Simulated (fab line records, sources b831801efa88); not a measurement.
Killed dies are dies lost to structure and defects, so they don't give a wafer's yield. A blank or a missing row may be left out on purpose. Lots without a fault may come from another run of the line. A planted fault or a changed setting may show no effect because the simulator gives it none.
fab line records | flow gf180mcu
record lots=5 wafers=15 last_day=34
route steps=602 shown M4@468 V4@476 MIM@503
lots that met no fault: from a run of the same line without faults
start_h: hours from the record's first day to the start of the lot's first wafer shown | wait_h: hours since the lot's step before | " the same as in the row above | L1.1+2: a row that stands for several wafers | - no value, or no start given | * or withheld: withheld | < > ~ a bound
route shown NAME@n: a module of which the file shows steps, and the number in the route of the first | usual: mean/standard deviation of fault-free wafers | same: alike in all rows | chamber/n: place in a boat | sites: the reading at each site | _std_site: their standard deviation | _edge_site: outer sites' mean less inner sites' | radius_mm: how far each site lies from the wafer's centre | mask NAME#n: copy n | behind: the tool/chamber that last shaped the wafer | hold: why the lot was held/for how many hours/how that ended | device: the transistor (n, p or np) that didn't switch | end of line: the same wafers' tests at the end of the route | a step without rows: its recipe alone | killed: dies lost to structure and defects at the first sort, not the wafer's yield | map: a wafer's dies, x killed, . not, _ none there
set.NAME: the setting as run; set.NAME@STEP: as run at that earlier step | model.NAME: the simulator's own value behind a step, which no gauge read
lots at some steps of the route; a table a step, a row a wafer
services: from which hour (start_h, from the record's first day; less than 0 if before it) a tool's chamber was out of use, for how many hours, and why
## steps
# step GF_M4_PEB_12
# recipe peb_temp_c=135 peb_time_s=90 resist=KrF
# columns lot.wafer tool chamber start_h wait_h
L076.1+3+5 litho_track-01 0 - -
L079.2+5+6 litho_track-04 0 - -
L085.1+2+3 litho_track-04 0 - -
L091.3+4+5 litho_track-01 0 - -
L094.1+4+5 litho_track-01 0 - -
# step GF_M4_DEVELOP_13
# recipe develop_time_s=60 dev_temp_c=21
# same develop_time_s=60
# columns lot.wafer tool chamber start_h wait_h
L076.1+3+5 litho_track-01 0 564.37 0.2
L079.2+5+6 litho_track-04 0 595.26 0.2
L085.1+2+3 litho_track-04 0 632.24 0.2
L091.3+4+5 litho_track-01 0 673.97 0.1
L094.1+4+5 litho_track-01 0 692.67 0.2
# step GF_M4_CD_MEAS_14
# recipe target_cd_nm=280
# usual cd_nm=280.0/1.1
# columns lot.wafer tool chamber start_h wait_h cd_nm
L076.1 cd_sem-01 - 564.52 0.1 280.0
L076.3 " - " " 279.4
L076.5 " - " " 279.8
L079.2 cd_sem-02 - 595.41 0.1 278.3
L079.5 " - " " 279.1
L079.6 " - " " 278.3
L085.1 cd_sem-02 - 632.39 0.1 276.1
L085.2 " - " " 278.5
L085.3 " - " " 277.6
L091.3 cd_sem-02 - 674.11 0.1 278.8
L091.4 " - " " 278.6
L091.5 " - " " 280.2
L094.1 cd_sem-01 - 692.82 0.1 280.2
L094.4 " - " " 280.3
L094.5 " - " " 280.7
# step GF_M4_OVL_MEAS_15
# usual M4_OVL=3/5.2
# columns lot.wafer tool chamber start_h wait_h M4_OVL[nm]
L076.1 overlay-01 - 564.64 0.1 8
L076.3 " - " " 6
L076.5 " - " " 3
L079.2 overlay-01 - 595.51 0.1 -4
L079.5 " - " " 0
L079.6 " - " " 3
L085.1 overlay-02 - 632.51 0.1 7
L085.2 " - " " 13
L085.3 " - " " 10
L091.3 overlay-01 - 674.20 0.1 -4
L091.4 " - " " 0
L091.5 " - " " -4
L094.1 overlay-02 - 692.94 0.1 1
L094.4 " - " " 4
L094.5 " - " " 8
# step GF_M4_METAL_ETCH_16
# recipe chemistry=Cl2/BCl3 mask_material=KrF target_depth_nm=750.8 stop_on=SiO2 pressure_mtorr=8 icp_w=800 bias_w=140 Cl2_flow_sccm=80 bcl3_flow_sccm=40 time_s=125.1
# usual drypump_motor_current_A=5.9/0.4 oes_product_au=0.988/0.0067 rf_fwd_power_W=795/3.1 throttle_valve_pct=28.233/0.011
# columns lot.wafer tool chamber start_h wait_h drypump_motor_current_A oes_product_au rf_fwd_power_W rf_hours_counter_h throttle_valve_pct
L076.1 rie_metal-02 0 564.67 0.0 5.6 0.985 787 0 28.223
L076.3 " 1 " " 5.9 0.991 797 - 28.236
L076.5 " 0 " " 5.6 0.986 792 - 28.231
L079.2 rie_metal-04 1 595.54 0.0 6.3 0.985 796 4 28.239
L079.5 " 0 " " 6.6 0.996 792 - 28.230
L079.6 " 1 " " 6.3 0.984 800 - 28.232
L085.1 rie_metal-01 0 632.54 0.0 5.3 0.998 799 10 28.206
L085.2 " 1 " " 5.8 0.998 798 2 28.225
L085.3 " 1 " " 5.8 0.986 798 - 28.233
L091.3 rie_metal-01 0 674.27 0.1 5.3 0.998 798 - 28.226
L091.4 " 1 " " 5.8 0.992 792 - 28.218
L091.5 " 1 " " 5.8 0.991 796 - 28.240
L094.1 rie_metal-02 0 692.97 0.0 5.6 0.994 792 3 28.224
L094.4 " 1 " " 5.9 0.986 800 - 28.237
L094.5 " 1 " " 5.9 0.983 801 - 28.225
# step GF_M4_STRIP_17
# recipe chemistry=O2/N2 power_w=1400 pressure_mtorr=1500 platen_temp_c=250 o2_flow_sccm=3000 n2_flow_sccm=300 overash_fraction=0.5
# usual drypump_motor_current_A=5.9/0.43 heater_power_w=316/44 oes_product_au=0.538/0.0052 strip_time_to_endpoint_s=7.41/0.051
# columns lot.wafer tool chamber start_h wait_h drypump_motor_current_A heater_power_w oes_product_au rf_hours_counter_h strip_time_to_endpoint_s
L076.1 plasma_asher-02 1 564.80 0.1 5.4 323 0.538 14 7.35
L076.3 " 1 " " 5.3 323 0.537 - 7.40
L076.5 " 1 " " 5.4 315 0.530 - 7.39
L079.2 plasma_asher-04 0 595.67 0.1 6.0 463 0.536 97 7.45
L079.5 " 1 " " 6.3 353 0.534 - 7.34
L079.6 " 0 " " 6.0 460 0.545 - 7.48
L085.1 plasma_asher-02 1 632.67 0.1 5.4 325 0.540 22 7.35
L085.2 " 0 " " 5.7 283 0.537 22 7.41
L085.3 " 0 " " 5.7 282 0.533 - 7.36
L091.3 plasma_asher-02 0 674.39 0.1 5.7 281 0.529 - 7.37
L091.4 " 1 " " 5.3 322 0.546 - 7.39
L091.5 " 0 " " 5.7 280 0.544 - 7.37
L094.1 plasma_asher-03 0 693.10 0.1 6.6 310 0.548 92 7.38
L094.4 " 0 " " 6.6 304 0.547 - 7.42
L094.5 " 1 " " 6.2 302 0.540 - 7.44
# step GF_M4_STRIP_18
# recipe chemistry=post_etch_residue_remover time_s=1200 temp_c=72.5
# usual bath_heat_duty_pct=14.7/1.5
# columns lot.wafer tool chamber start_h wait_h bath_heat_duty_pct
L076.1 wet_bench-01 3 564.90 0.1 14.8
L076.3 " 3 " " 14.8
L076.5 " 3 " " 15.6
L079.2 wet_bench-01 2 595.77 0.1 12.1
L079.5 " 2 " " 10.8
L079.6 " 2 " " 11.6
L085.1 wet_bench-02 2 632.77 0.1 14.5
L085.2 " 2 " " 15.2
L085.3 " 2 " " 13.6
L091.3 wet_bench-02 0 674.45 0.0 16.5
L091.4 " 0 " " 16.3
L091.5 " 0 " " 15.0
L094.1 wet_bench-02 0 693.20 0.1 16.2
L094.4 " 0 " " 13.6
L094.5 " 0 " " 15.1
# step GF_M4_CLEAN_19
# recipe chemistry=DIW dry=n2_spin
# columns lot.wafer tool chamber start_h wait_h
L076.1+3+5 wet_bench-01 1 565.28 0.0
L079.2+5+6 wet_bench-04 1 596.11 0.0
L085.1+2+3 wet_bench-01 3 633.11 0.0
L091.3+4+5 wet_bench-02 3 674.79 0.0
L094.1+4+5 wet_bench-01 3 693.54 0.0
# step GF_V4_CVD_00
# recipe material=SiO2 target_thk_nm=600 sigma_open_frac=0.3 temp_c=400 time_s=100 sih4_flow_sccm=60 pressure_mtorr=6
# columns lot.wafer tool chamber start_h wait_h
L076.1+3+5 hdpcvd-01 2,0,1 565.38 0.0
L079.2+5+6 hdpcvd-01 2,2,0 596.21 0.0
L085.1+2+3 hdpcvd-02 0,2,1 633.21 0.0
L091.3+4+5 hdpcvd-01 0,0,1 674.89 0.0
L094.1+4+5 hdpcvd-01 1,1,0 693.64 0.0
# step GF_V4_THK_MEAS_01
# recipe reads=SiO2_of_V4_CVD_00
# usual V4_CVD_00_THK=600/6.4
# columns lot.wafer tool chamber start_h wait_h V4_CVD_00_THK[nm]
L076.1 film_metro-02 - 565.45 0.0 598
L076.3 " - " " 607
L076.5 " - " " 602
L079.2 film_metro-01 - 596.29 0.0 602
L079.5 " - " " 601
L079.6 " - " " 602
L085.1 film_metro-02 - 633.28 0.0 600
L085.2 " - " " 601
L085.3 " - " " 596
L091.3 film_metro-03 - 674.98 0.1 608
L091.4 " - " " 606
L091.5 " - " " 606
L094.1 film_metro-01 - 693.71 0.0 597
L094.4 " - " " 604
L094.5 " - " " 593
# step GF_V4_CVD_02
# recipe material=SiO2 target_thk_nm=850 precursor=TEOS temp_c=400 time_s=94.851 rf_w=600
# usual heater_power_w=629/120 rf_fwd_power_W=596.2/2.1
# columns lot.wafer tool chamber start_h wait_h heater_power_w rf_fwd_power_W
L076.1 pecvd-01 1 565.51 0.1 484 591.0
L076.3 " 0 " " 695 596.0
L076.5 " 1 " " 498 596.0
L079.2 pecvd-04 0 596.34 0.0 551 594.4
L079.5 " 1 " " 777 596.3
L079.6 " 2 " " 843 598.4
L085.1 pecvd-01 1 633.34 0.1 469 594.7
L085.2 " 2 " " 676 595.5
L085.3 " 0 " " 612 595.9
L091.3 pecvd-04 0 675.02 0.0 598 594.2
L091.4 " 2 " " 686 598.5
L091.5 " 1 " " 724 596.9
L094.1 pecvd-02 0 693.77 0.1 704 596.5
L094.4 " 2 " " 734 596.4
L094.5 " 0 " " 728 595.3
# step GF_V4_THK_MEAS_03
# recipe reads=SiO2_of_V4_CVD_02
# usual V4_CVD_02_THK=847/13
# columns lot.wafer tool chamber start_h wait_h V4_CVD_02_THK[nm]
L076.1 film_metro-02 - 565.58 0.0 839
L076.3 " - " " 852
L076.5 " - " " 860
L079.2 film_metro-02 - 596.42 0.0 843
L079.5 " - " " 866
L079.6 " - " " 860
L085.1 film_metro-03 - 633.41 0.0 847
L085.2 " - " " 832
L085.3 " - " " 838
L091.3 film_metro-02 - 675.11 0.1 832
L091.4 " - " " 841
L091.5 " - " " 868
L094.1 film_metro-03 - 693.84 0.0 860
L094.4 " - " " 879
L094.5 " - " " 881
# step GF_V4_CMP_04
# recipe material=SiO2 down_force_psi=4 platen_rpm=60 pad_velocity_m_s=0.94248
# usual motor_current_A=12.2/1.4 slurry_flow_ml_min=150.0/0.48 time_to_endpoint_s=76/6.4
# columns lot.wafer tool chamber start_h wait_h motor_current_A slurry_flow_ml_min time_to_endpoint_s
L076.1 cmp-01 0 565.64 0.1 11.1 149.9 77
L076.3 " 1 " " 10.9 150.2 82
L076.5 " 1 " " 11.8 150.6 89
L079.2 cmp-02 1 596.47 0.0 15.0 150.3 74
L079.6 " 1 " " 15.5 149.8 82
L079.5 " 2 " " 11.2 150.4 73
L085.1 cmp-01 2 633.47 0.1 13.4 150.5 79
L085.2 " 3 " " 11.7 149.5 73
L085.3 " 0 " " 11.7 150.8 77
L091.3 cmp-01 3 675.20 0.1 12.2 150.1 74
L091.4 " 0 " " 11.8 150.2 78
L091.5 " 2 " " 13.4 149.9 85
L094.4 cmp-01 1 694.02 0.1 11.6 149.5 89
L094.1 " 0 " " 12.5 150.1 85
L094.5 " 2 " " 13.1 149.8 91
# step GF_V4_BOW_MEAS_05
# recipe mode=bow
# usual V4_BOW=135/9
# columns lot.wafer tool chamber start_h wait_h V4_BOW[um]
L076.1 film_metro-02 - 565.95 0.3 147
L076.3 " - " " 148
L076.5 " - " " 149
L079.2 film_metro-02 - 596.79 0.3 132
L079.5 " - " " 137
L079.6 " - " " 139
L085.1 film_metro-01 - 633.77 0.2 127
L085.2 " - " " 132
L085.3 " - " " 133
L091.3 film_metro-01 - 675.49 0.2 138
L091.4 " - " " 133
L091.5 " - " " 146
L094.1 film_metro-03 - 694.32 0.1 133
L094.4 " - " " 131
L094.5 " - " " 135
# step GF_V4_DEHYDRATE_06
# recipe temp_c=200 time_s=60
# columns lot.wafer tool chamber start_h wait_h
L076.1+3+5 litho_track-02 0 576.15 10.2
L079.2+5+6 litho_track-02 0 606.72 9.9
L085.1+2+3 litho_track-03 0 642.75 9.0
L091.3+4+5 litho_track-02 0 684.75 9.2
L094.1+4+5 litho_track-04 0 703.69 9.3
# step GF_V4_HMDS_07
# recipe prime_time_s=60 prime_temp_c=120
# usual prime_temp_c=119.99/0.15
# columns lot.wafer tool chamber start_h wait_h prime_temp_c
L076.1 litho_track-02 0 576.30 0.1 120.25
L076.3 " 0 " " 120.06
L076.5 " 0 " " 120.11
L079.2 litho_track-02 0 606.87 0.1 119.90
L079.5 " 0 " " 119.84
L079.6 " 0 " " 119.85
L085.1 litho_track-03 0 642.90 0.1 119.89
L085.2 " 0 " " 120.03
L085.3 " 0 " " 120.06
L091.3 litho_track-02 0 684.90 0.1 119.97
L091.4 " 0 " " 120.14
L091.5 " 0 " " 120.09
L094.1 litho_track-04 0 703.84 0.1 119.76
L094.4 " 0 " " 119.89
L094.5 " 0 " " 119.93
# step GF_V4_COAT_08
# recipe resist=BARC temp_c=withheld time_s=withheld spin_rpm=withheld resist_thk_nm=withheld
# columns lot.wafer tool chamber start_h wait_h
L076.1+3+5 litho_track-02 0 576.45 0.1
L079.2+5+6 litho_track-02 0 607.02 0.1
L085.1+2+3 litho_track-03 0 643.05 0.1
L091.3+4+5 litho_track-02 0 685.05 0.1
L094.1+4+5 litho_track-04 0 703.99 0.1
# step GF_V4_COAT_09
# recipe resist=KrF spin_rpm=withheld resist_thk_nm=1000
# columns lot.wafer tool chamber start_h wait_h
L076.1+3+5 litho_track-02 0 - -
L079.2+5+6 litho_track-02 0 - -
L085.1+2+3 litho_track-03 0 - -
L091.3+4+5 litho_track-02 0 - -
L094.1+4+5 litho_track-04 0 - -
# step GF_V4_SOFTBAKE_10
# recipe temp_c=130 time_s=60 resist=KrF
# columns lot.wafer tool chamber start_h wait_h
L076.1+3+5 litho_track-02 0 - -
L079.2+5+6 litho_track-02 0 - -
L085.1+2+3 litho_track-03 0 - -
L091.3+4+5 litho_track-02 0 - -
L094.1+4+5 litho_track-04 0 - -
# step GF_V4_EXPOSE_11
# recipe mask_id=Via4 target_cd_nm=260 na=0.68 source_shape=conventional sigma_outer=0.6 dose_mj=38
# columns lot.wafer tool chamber start_h wait_h mask
L076.1+3+5 krf_scanner-02 0 - - Via4#0
L079.2+5+6 krf_scanner-02 0 - - Via4#0
L085.1+2+3 krf_scanner-01 0 - - Via4#0
L091.3+4+5 krf_scanner-01 0 - - Via4#0
L094.1+4+5 krf_scanner-02 0 - - Via4#0
# step GF_V4_PEB_12
# recipe peb_temp_c=135 peb_time_s=90 resist=KrF
# columns lot.wafer tool chamber start_h wait_h
L076.1+3+5 litho_track-04 0 - -
L079.2+5+6 litho_track-04 0 - -
L085.1+2+3 litho_track-02 0 - -
L091.3+4+5 litho_track-04 0 - -
L094.1+4+5 litho_track-04 0 - -
# step GF_V4_DEVELOP_13
# recipe develop_time_s=60 resist=KrF dev_temp_c=21
# same develop_time_s=60
# columns lot.wafer tool chamber start_h wait_h
L076.1+3+5 litho_track-04 0 586.94 0.2
L079.2+5+6 litho_track-04 0 617.66 0.2
L085.1+2+3 litho_track-02 0 653.35 0.2
L091.3+4+5 litho_track-04 0 694.79 0.1
L094.1+4+5 litho_track-04 0 713.49 0.2
# step GF_V4_CD_MEAS_14
# recipe target_cd_nm=260
# usual cd_nm=259.9/1.2
# columns lot.wafer tool chamber start_h wait_h cd_nm
L076.1 cd_sem-02 - 587.09 0.1 259.7
L076.3 " - " " 259.1
L076.5 " - " " 259.8
L079.2 cd_sem-02 - 617.81 0.1 261.9
L079.5 " - " " 261.3
L079.6 " - " " 262.0
L085.1 cd_sem-02 - 653.50 0.1 260.0
L085.2 " - " " 258.5
L085.3 " - " " 259.1
L091.3 cd_sem-02 - 694.93 0.1 261.3
L091.4 " - " " 260.2
L091.5 " - " " 260.4
L094.1 cd_sem-02 - 713.64 0.1 260.0
L094.4 " - " " 259.0
L094.5 " - " " 259.6
# step GF_V4_OVL_MEAS_15
# usual V4_OVL=0/5.3
# columns lot.wafer tool chamber start_h wait_h V4_OVL[nm]
L076.1 overlay-01 - 587.21 0.1 3
L076.3 " - " " 2
L076.5 " - " " -1
L079.2 overlay-02 - 617.91 0.1 5
L079.5 " - " " 4
L079.6 " - " " 3
L085.1 overlay-01 - 653.62 0.1 -3
L085.2 " - " " -5
L085.3 " - " " -10
L091.3 overlay-02 - 695.02 0.1 0
L091.4 " - " " 4
L091.5 " - " " 7
L094.1 overlay-01 - 713.76 0.1 -5
L094.4 " - " " 3
L094.5 " - " " 1
# step GF_V4_ETCH_16
# recipe chemistry=N2/H2 target_depth_a=withheld overetch_a=withheld time_s=withheld target=BARC ion_energy_ev=200 source_w=500 bias_w=100 pressure_mtorr=30 n2_flow_sccm=100 h2_flow_sccm=200
# usual drypump_motor_current_A=5.6/0.58 oes_product_au=0.854/0.0043 rf_fwd_power_W=495.3/2 throttle_valve_pct=13.225/0.009
# columns lot.wafer tool chamber start_h wait_h drypump_motor_current_A oes_product_au rf_fwd_power_W throttle_valve_pct
L076.1 rie_diel-03 1 587.24 0.0 6.5 0.846 497.6 13.223
L076.3 " 3 " " 6.2 0.850 492.9 13.227
L076.5 " 3 " " 6.2 0.851 495.6 13.230
L079.2 rie_diel-02 1 617.94 0.0 5.2 0.851 497.6 13.224
L079.5 " 1 " " 5.2 0.852 498.9 13.233
L079.6 " 2 " " 5.1 0.850 494.1 13.211
L085.1 rie_diel-01 1 653.65 0.0 5.2 0.860 492.9 13.222
L085.2 " 0 " " 5.1 0.862 493.6 13.228
L085.3 " 2 " " 6.0 0.856 493.2 13.221
L091.3 rie_diel-02 0 695.04 0.0 5.0 0.859 492.1 13.220
L091.4 " 2 " " 5.1 0.854 493.3 13.227
L091.5 " 0 " " 5.0 0.862 492.1 13.231
L094.1 rie_diel-01 0 713.79 0.0 5.1 0.858 494.5 13.223
L094.4 " 2 " " 6.0 0.854 494.4 13.232
L094.5 " 3 " " 6.5 0.847 495.4 13.223
# step GF_V4_ETCH_17
# recipe chemistry=C4F8/O2/Ar mask_material=KrF target=SiO2 stop_on=TiN source_w=1500 bias_w=1200 pressure_mtorr=40 c4f8_flow_sccm=withheld O2_flow_sccm=6 Ar_flow_sccm=300 time_s=withheld target_depth_a=6300
# usual oes_product_au=0.862/0.0048 rf_fwd_power_W=1492/4.9
# columns lot.wafer tool chamber start_h wait_h oes_product_au rf_fwd_power_W
L076.1 rie_diel-03 1 - - 0.861 1497
L076.3 " 3 " " 0.857 1496
L076.5 " 3 " " 0.863 1499
L079.2 rie_diel-02 1 - - 0.857 1496
L079.5 " 1 " " 0.846 1485
L079.6 " 2 " " 0.855 1493
L085.1 rie_diel-01 1 - - 0.865 1490
L085.2 " 0 " " 0.860 1492
L085.3 " 2 " " 0.868 1492
L091.3 rie_diel-02 0 - - 0.858 1495
L091.4 " 2 " " 0.860 1487
L091.5 " 0 " " 0.860 1495
L094.1 rie_diel-01 0 - - 0.864 1495
L094.4 " 2 " " 0.854 1488
L094.5 " 3 " " 0.858 1491
# step GF_V4_STRIP_18
# recipe chemistry=O2/N2 power_w=1400 pressure_mtorr=1500 platen_temp_c=250 o2_flow_sccm=3000 n2_flow_sccm=300 overash_fraction=0.5
# usual drypump_motor_current_A=5.8/0.34 heater_power_w=314/27 oes_product_au=0.593/0.0052
# columns lot.wafer tool chamber start_h wait_h drypump_motor_current_A heater_power_w oes_product_au rf_hours_counter_h
L076.1 plasma_asher-02 1 587.37 - 5.4 318 0.587 16
L076.3 " 0 " " 5.7 274 0.592 -
L076.5 " 0 " " 5.7 281 0.588 -
L079.2 plasma_asher-01 1 618.07 - 5.6 314 0.596 55
L079.5 " 1 " " 5.6 314 0.587 -
L079.6 " 0 " " 6.3 314 0.602 -
L085.1 plasma_asher-01 0 653.78 - 6.3 311 0.598 60
L085.2 " 1 " " 5.6 320 0.590 60
L085.3 " 1 " " 5.6 324 0.595 -
L091.3 plasma_asher-02 0 695.20 - 5.7 282 0.599 -
L091.4 " 1 " " 5.4 315 0.589 -
L091.5 " 0 " " 5.7 289 0.597 -
L094.1 plasma_asher-01 1 713.92 - 5.6 322 0.589 69
L094.4 " 1 " " 5.6 318 0.595 -
L094.5 " 0 " " 6.3 319 0.598 -
# step GF_V4_STRIP_19
# recipe chemistry=post_etch_residue_remover time_s=1200 temp_c=72.5
# usual bath_heat_duty_pct=14.7/1.6
# columns lot.wafer tool chamber start_h wait_h bath_heat_duty_pct
L076.1 wet_bench-04 1 587.47 0.1 17.7
L076.3 " 1 " " 15.6
L076.5 " 1 " " 16.1
L079.2 wet_bench-02 2 618.17 0.1 14.3
L079.5 " 2 " " 13.4
L079.6 " 2 " " 15.6
L085.1 wet_bench-03 1 653.88 0.1 12.9
L085.2 " 1 " " 13.2
L085.3 " 1 " " 14.1
L091.3 wet_bench-03 3 695.27 0.0 13.4
L091.4 " 3 " " 13.6
L091.5 " 3 " " 13.2
L094.1 wet_bench-04 1 714.02 0.1 15.9
L094.4 " 1 " " 16.2
L094.5 " 1 " " 16.3
# step GF_V4_CLEAN_20
# recipe chemistry=DIW dry=n2_spin
# columns lot.wafer tool chamber start_h wait_h
L076.1+3+5 wet_bench-04 3 587.81 0.0
L079.2+5+6 wet_bench-03 2 618.54 0.0
L085.1+2+3 wet_bench-02 3 654.22 0.0
L091.3+4+5 wet_bench-02 1 695.61 0.0
L094.1+4+5 wet_bench-03 2 714.70 0.0
# step GF_V4_SPUTTER_21
# recipe material=Ti target_thk_nm=15 chamber_pressure_pa=5 power_w=2500 substrate_temp_c=200 time_s=80.02
# usual throttle_valve_pct=30.0/0.61
# columns lot.wafer tool chamber start_h wait_h throttle_valve_pct
L076.1 pvd_sputter-03 - 587.91 0.0 29.8
L076.3 " - " " 29.7
L076.5 " - " " 30.7
L079.2 pvd_sputter-01 - 618.64 0.0 29.5
L079.5 " - " " 29.8
L079.6 " - " " 29.6
L085.1 pvd_sputter-02 - 654.31 0.0 30.2
L085.2 " - " " 30.8
L085.3 " - " " 29.3
L091.3 pvd_sputter-01 - 695.70 0.0 30.5
L091.4 " - " " 29.8
L091.5 " - " " 29.7
L094.1 pvd_sputter-01 - 714.80 0.0 30.0
L094.4 " - " " 29.9
L094.5 " - " " 29.4
# step GF_V4_SPUTTER_22
# recipe material=TiN target_thk_nm=10 chamber_pressure_pa=5 power_w=4000 time_s=40
# usual throttle_valve_pct=30.1/0.63
# columns lot.wafer tool chamber start_h wait_h throttle_valve_pct
L076.1 pvd_sputter-03 - 587.97 0.0 29.9
L076.3 " - " " 29.8
L076.5 " - " " 30.5
L079.2 pvd_sputter-01 - 618.71 0.0 29.4
L079.5 " - " " 29.9
L079.6 " - " " 29.7
L085.1 pvd_sputter-02 - 654.38 0.0 30.2
L085.2 " - " " 31.0
L085.3 " - " " 29.2
L091.3 pvd_sputter-01 - 695.77 0.0 30.0
L091.4 " - " " 29.6
L091.5 " - " " 29.5
L094.1 pvd_sputter-01 - 714.86 0.0 30.5
L094.4 " - " " 30.1
L094.5 " - " " 29.6
# step GF_V4_CVD_23
# recipe material=W target_thk_nm=350 time_s=104.9 temp_c=400 pressure_torr=40
# usual heater_power_w=898/42
# columns lot.wafer tool chamber start_h wait_h heater_power_w
L076.1 cvd_w-02 0 588.01 0.0 918
L076.3 " 1 " " 843
L076.5 " 0 " " 976
L079.2 cvd_w-02 0 618.74 0.0 959
L079.5 " 0 " " 960
L079.6 " 1 " " 858
L085.1 cvd_w-01 1 654.41 0.0 854
L085.2 " 0 " " 921
L085.3 " 0 " " 940
L091.3 cvd_w-01 0 695.84 0.1 917
L091.4 " 1 " " 868
L091.5 " 1 " " 850
L094.1 cvd_w-01 0 714.90 0.0 916
L094.4 " 0 " " 941
L094.5 " 1 " " 860
# step GF_V4_RS_MEAS_24
# recipe thk_meas_gauge=four-point-probe reads=W_of_V4_CVD_23+TiN_of_V4_SPUTTER_22+Ti_of_V4_SPUTTER_21
# usual V4_W_RS=0.326/0.0045
# columns lot.wafer tool chamber start_h wait_h V4_W_RS[ohm/sq]
L076.1 film_metro-03 - 588.12 0.1 0.319
L076.3 " - " " 0.329
L076.5 " - " " 0.318
L079.2 film_metro-02 - 618.88 0.1 0.320
L079.5 " - " " 0.320
L079.6 " - " " 0.326
L085.1 film_metro-01 - 654.53 0.1 0.325
L085.2 " - " " 0.333
L085.3 " - " " 0.336
L091.3 film_metro-01 - 695.96 0.1 0.331
L091.4 " - " " 0.326
L091.5 " - " " 0.330
L094.1 film_metro-03 - 715.01 0.1 0.331
L094.4 " - " " 0.331
L094.5 " - " " 0.324
# step GF_V4_THK_MEAS_25
# recipe thk_meas_gauge=xrf reads=W_of_V4_CVD_23
# usual V4_W_THK=357/5.7
# columns lot.wafer tool chamber start_h wait_h V4_W_THK[nm]
L076.1 film_metro-03 - 588.24 0.1 369
L076.3 " - " " 360
L076.5 " - " " 369
L079.2 film_metro-02 - 618.99 0.1 362
L079.5 " - " " 362
L079.6 " - " " 354
L085.1 film_metro-01 - 654.65 0.1 356
L085.2 " - " " 351
L085.3 " - " " 343
L091.3 film_metro-01 - 696.06 0.1 352
L091.4 " - " " 356
L091.5 " - " " 350
L094.1 film_metro-03 - 715.13 0.1 353
L094.4 " - " " 349
L094.5 " - " " 357
# step GF_V4_CMP_26
# recipe stop_on=SiO2 down_force_psi=3.5 platen_rpm=60 t_overpolish_s=15 target_thk_nm=0 pad_velocity_m_s=0.94248
# usual motor_current_A=11.2/1.3 overpolish_run_s=15.000/0.01 slurry_flow_ml_min=150.0/0.46 time_to_endpoint_s=85/4.2
# columns lot.wafer tool chamber start_h wait_h motor_current_A overpolish_run_s slurry_flow_ml_min time_to_endpoint_s
L076.3 cmp-02 1 588.30 0.0 13.0 14.991 150.5 85
L076.1 " 0 " " 10.7 15.001 149.8 87
L076.5 " 1 " " 14.3 15.005 150.0 90
L079.2 cmp-01 2 619.09 0.1 12.1 14.987 149.6 88
L079.5 " 1 " " 10.4 14.991 150.3 85
L079.6 " 2 " " 11.6 14.986 149.7 87
L085.1 cmp-01 0 654.71 0.1 10.7 15.008 150.5 89
L085.2 " 1 " " 10.2 15.003 149.5 85
L085.3 " 2 " " 12.1 14.989 149.6 87
L091.3 cmp-02 1 696.10 0.0 13.2 14.975 149.7 86
L091.4 " 2 " " 10.3 14.997 150.8 78
L091.5 " 1 " " 13.8 14.999 150.4 87
L094.1 cmp-01 3 715.29 0.1 11.1 14.989 150.6 85
L094.4 " 0 " " 10.7 14.994 149.9 83
L094.5 " 1 " " 10.9 15.001 149.6 87
# step GF_MIM_SPUTTER_00
# recipe material=Ti target_thk_nm=37.5 arriving_ion_energy_ev=80 substrate_temp_c=200 chamber_pressure_pa=2 power_w=4000 time_s=150
# usual throttle_valve_pct=29.8/0.49
# columns lot.wafer tool chamber start_h wait_h throttle_valve_pct
L076.1 pvd_sputter-04 - 588.60 0.1 29.3
L076.3 " - " " 29.9
L076.5 " - " " 30.4
L079.2 pvd_sputter-04 - 619.34 0.2 30.0
L079.5 " - " " 30.4
L079.6 " - " " 28.9
L085.1 pvd_sputter-01 - 655.01 0.2 29.4
L085.2 " - " " 29.6
L085.3 " - " " 30.2
L091.3 pvd_sputter-04 - 696.40 0.2 29.1
L091.4 " - " " 30.5
L091.5 " - " " 28.9
L094.1 pvd_sputter-03 - 715.49 0.1 29.5
L094.4 " - " " 29.7
L094.5 " - " " 30.6
# step GF_MIM_SPUTTER_01
# recipe material=TiN target_thk_nm=30 power_w=6500 time_s=25 chamber_pressure_pa=0.4
# usual throttle_valve_pct=29.8/0.47
# columns lot.wafer tool chamber start_h wait_h throttle_valve_pct
L076.1 pvd_sputter-04 - 588.70 0.1 29.1
L076.3 " - " " 30.0
L076.5 " - " " 30.5
L079.2 pvd_sputter-04 - 619.44 0.1 30.0
L079.5 " - " " 30.4
L079.6 " - " " 29.2
L085.1 pvd_sputter-01 - 655.11 0.1 29.6
L085.2 " - " " 29.9
L085.3 " - " " 30.3
L091.3 pvd_sputter-04 - 696.50 0.1 28.8
L091.4 " - " " 30.6
L091.5 " - " " 29.2
L094.1 pvd_sputter-03 - 715.59 0.1 29.2
L094.4 " - " " 30.0
L094.5 " - " " 30.3
# step GF_MIM_SPUTTER_02
# recipe material=AlCu target_thk_nm=450 power_w=10600 time_s=23.9 chamber_pressure_pa=0.4
# usual throttle_valve_pct=29.8/0.49
# columns lot.wafer tool chamber start_h wait_h throttle_valve_pct
L076.1 pvd_sputter-04 - 588.73 0.0 29.2
L076.3 " - " " 29.7
L076.5 " - " " 30.5
L079.2 pvd_sputter-04 - 619.47 0.0 29.6
L079.5 " - " " 30.5
L079.6 " - " " 29.2
L085.1 pvd_sputter-01 - 655.14 0.0 29.4
L085.2 " - " " 29.8
L085.3 " - " " 30.2
L091.3 pvd_sputter-04 - 696.53 0.0 29.2
L091.4 " - " " 30.7
L091.5 " - " " 29.3
L094.1 pvd_sputter-03 - 715.62 0.0 29.3
L094.4 " - " " 29.6
L094.5 " - " " 30.7
## services
# columns tool chamber start_h hours kind
rie_diel-01 0 548.26 10.9 repair
pvd_sputter-04 - 551.54 1.4 repair
cmp-01 - 571.37 2.2 repair
cmp-01 - 573.61 4.0 pm
cmp-01 - 579.22 0.6 repair
pvd_sputter-01 - 586.78 4.7 repair
rie_diel-02 3 591.20 6.9 repair
wet_bench-03 - 598.11 4.1 repair
cmp-01 - 622.97 0.5 repair
rie_diel-01 2 624.64 16.9 repair
hdpcvd-01 2 628.99 3.9 repair
cmp-01 - 634.54 0.8 repair
rie_diel-02 1 635.09 8.6 repair
wet_bench-04 - 644.47 5.1 repair
rie_diel-01 3 650.02 22.9 repair
cmp-01 - 658.62 0.5 repair
pvd_sputter-04 - 661.52 0.6 repair
wet_bench-02 - 677.79 6.4 repair
hdpcvd-01 - 679.29 2.6 repair
wet_bench-01 - 684.44 0.8 repair
cmp-01 - 686.65 5.2 repair
pvd_sputter-03 - 687.41 3.9 repair
pvd_sputter-03 - 700.93 3.2 repair
pvd_sputter-04 - 709.45 4.9 repair
## key
fault none
